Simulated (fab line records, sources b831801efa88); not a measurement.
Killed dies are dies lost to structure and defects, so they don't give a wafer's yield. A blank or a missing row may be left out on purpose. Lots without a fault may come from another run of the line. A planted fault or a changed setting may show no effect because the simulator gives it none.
A struck lot beside a sound one | flow sky130 | 16 steps out of a route of 708
Sound: wafers L421.2, L421.3, L421.4. Struck: wafer L434.2. (L434.1, L434.3 of the same lot were not struck and are left out.) The cause comes at the end.
At each step with rows: each side's tool, then ch and its chambers, then its first start. Under that, the readings that differ: sound wafers | struck wafers | difference of the means | sigmas: that difference in standard deviations of wafers without a fault.
alike: readings whose means differ by less than 2 such deviations, and words and numbers that are the same on both sides. not compared: withheld readings, readings that some wafer has no value for, bounds like >300 that may hide the same value, and numbers for which the record gives no deviation and whose values overlap.
The two part at a step that has a row with sigmas, a row that says differs or no value, or rows on one side only. Numbers that don't overlap but have no deviation are shown without sigmas and don't part them. A reading that every wafer of one side lacks parts them only if that side has two wafers or more.

SKY_LI_CONTACT_BOW_MEAS_03:
  sound on film_metro-04, day 29 14:26; struck on film_metro-04, day 33 20:13
  alike: LI_CONTACT_BOW
then, 8 steps without rows for these wafers: SKY_LI_CONTACT_DEHYDRATE_04 (time 60 s); SKY_LI_CONTACT_HMDS_05 (prime time 60 s); SKY_LI_CONTACT_COAT_06 (resist thk 60 nm); SKY_LI_CONTACT_COAT_07 (resist thk 450 nm); SKY_LI_CONTACT_SOFTBAKE_08 (time 90 s); SKY_LI_CONTACT_EXPOSE_09 (exposes mask LICM1, target cd 170 nm); SKY_LI_CONTACT_PEB_10; SKY_LI_CONTACT_DEVELOP_11 (develop time 60 s).
SKY_LI_CONTACT_CD_MEAS_12: target cd 170 nm.
  sound on cd_sem-02, day 30 19:13; struck on cd_sem-01, day 34 22:58
  alike: cd_nm
SKY_LI_CONTACT_OVL_MEAS_13:
  sound on overlay-01, day 30 19:19; struck on overlay-01, day 34 23:05
  alike: LI_CONTACT_OVL
SKY_LI_CONTACT_ETCH_14: etches BARC in N2/H2, stops on SiO2, time 45.9 s, target depth 60 nm.
  sound on rie_diel-02 ch 1,2,3, day 30 19:21; struck on rie_diel-02 ch 0, day 34 23:08
  reading                     | sound       | struck | difference | sigmas
  drypump_motor_current_A (A) | 5.8 5.6 5.5 | 6.7    | +1.1       | +3
  rf_hours_counter_h (h)      | 16 8 16     | 4      | -9         |
  alike: oes_product_au, throttle_valve_pct
SKY_LI_CONTACT_ETCH_15: etches PSG in C4F8/O2/Ar, stops on Si, target depth 600 nm.
  sound on rie_diel-02 ch 1,2,3, day 30 19:24; struck on rie_diel-02 ch 0, day 34 23:10
  reading                                           | sound           | struck | difference | sigmas
  model.KrF-thick_of_LI_CONTACT_COAT_07.thk_nm (nm) | 225 231.1 225.5 | 270.2  | +43.0      |
  alike: oes_product_au
SKY_LI_CONTACT_STRIP_16: strips in O2/N2.
  sound on plasma_asher-02 ch 0,1, day 30 19:29; struck on plasma_asher-02 ch 1, day 34 23:16
  reading                      | sound             | struck | difference | sigmas
  oes_product_au (a.u.)        | 0.378 0.378 0.381 | 0.395  | +0.016     | +3
  strip_time_to_endpoint_s (s) | 3.42 3.50 3.42    | 3.92   | +0.47      | +10
  alike: drypump_motor_current_A
  not compared: rf_hours_counter_h
then, 1 step without rows for these wafers: SKY_LI_CONTACT_CLEAN_17 (cleans in NMP, time 600 s).
-- the record jumps here: 15 days lie between the struck wafers' starts before and after (it left off in module LI_CONTACT and takes up again in module PAD_OPEN, whose first step shown is number 708 of the route) --
SKY_PAD_OPEN_PROBE_99:
  sound on prober-02, day 47 01:33; struck on prober-01, day 50 00:32
  reading                                 | sound             | struck | difference | sigmas
  killed_at_contacts                      | 14 21 21          | 35     | +16        | +3
  killed_dies                             | 72 78 74          | 104    | +29        | +3
  killed_open                             | 40 38 39          | 53     | +14        | +2
  model.etest.pfet_01v8.r_on_ohm_um       | 3090 3076 3071    | 2991   | -88        |
  model.etest.licon_pdiff.rc_ohm          | 554.8 605.9 590.2 | 711.3  | +127.7     |
  model.etest.pfet_g5v0d10v5.r_on_ohm_um  | 4727 4885 4812    | 4726   | -82        |
  model.etest.nfet_g5v0d10v5.r_on_ohm_um  | 1885 1891 1904    | 1949   | +56        |
  model.etest.licon_ndiff.rc_ohm          | 173.7 190.4 183.6 | 246.2  | +63.6      |
  model.etest.licon_high_po.rc_ohm        | 344.5 368.9 368   | 428.8  | +68.3      |
  model.etest.sonos_uncharged.r_on_ohm_um | 813.2 850.1 814   | 850.8  | +25.0      |
  alike: killed_at_M0_to_M3, killed_at_M4_up, killed_at_front_end, killed_at_other, killed_short
  not compared: model.etest.nfet_01v8.r_on_ohm_um

WHERE THEY PART
First at SKY_LI_CONTACT_ETCH_14; last, within this record, at SKY_PAD_OPEN_PROBE_99.

WHY: what the simulator had put in
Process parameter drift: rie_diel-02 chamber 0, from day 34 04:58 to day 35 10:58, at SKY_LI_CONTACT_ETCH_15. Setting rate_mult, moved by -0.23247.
